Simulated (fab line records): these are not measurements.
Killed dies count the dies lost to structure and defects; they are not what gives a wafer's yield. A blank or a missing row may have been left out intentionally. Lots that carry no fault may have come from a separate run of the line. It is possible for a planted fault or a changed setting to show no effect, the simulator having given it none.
Chamber matching    flow sky130    SKY_FIELD_ISO_ETCH_17 on rie-si-02: 4 sister chambers
The step etches Si in HBr/Cl2/O2, target depth 342 nm, time 97.7 s. 8 wafers are shown with their chamber, then 7 later ones without.

== WAFERS, EACH WITH ITS CHAMBER ==
wafer   chamber  drypump-motor-current-A (A)  oes-product-au (a.u.)
L290.3  1        5.5                          1.010
L293.4  0        5.2                          1.024
L293.5  2        5.7                          1.013
L294.4  3        5.6                          0.990
L294.5  0        5.2                          1.013
L294.6  3        5.6                          1.008
L296.1  1        5.5                          1.007
L296.4  2        5.6                          1.010

== WAFERS WITHOUT THEIR CHAMBER ==
wafer   drypump-motor-current-A (A)  oes-product-au (a.u.)
L296.6  5.3                          1.022
L297.1  5.5                          1.016
L297.3  5.6                          1.005
L297.6  5.7                          1.003
L298.1  5.6                          1.003
L298.2  5.7                          1.010
L298.6  5.6                          1.002

== EACH ONE'S CHAMBER ==
wafer   from the rows above      in truth
L296.6  0                        0
L297.1  1                        1
L297.3  can't be placed: 3 or 2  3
L297.6  can't be placed: 2 or 3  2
L298.1  can't be placed: 3 or 2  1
L298.2  can't be placed: 2 or 3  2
L298.6  can't be placed: 3 or 2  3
Placed correctly: 2 of 7. Unplaceable from these rows: 5, with the true chamber sitting among the candidates in 4. Wrongly placed: 0.
How it was worked out, from the rows above alone: a wafer's distance from a chamber is the root of the sum, over the readings, of the square of ((its reading less the chamber's mean) divided by the reading's scatter). If the next closest chamber is less than 2 further off than the closest, the wafer can't be placed; otherwise it belongs to the closest. Each chamber's mean is taken over the wafers shown for it. The scatter: take each reading less its chamber's mean, square it, sum over the shown wafers, divide by the number of wafers less the number of chambers, and take the root.
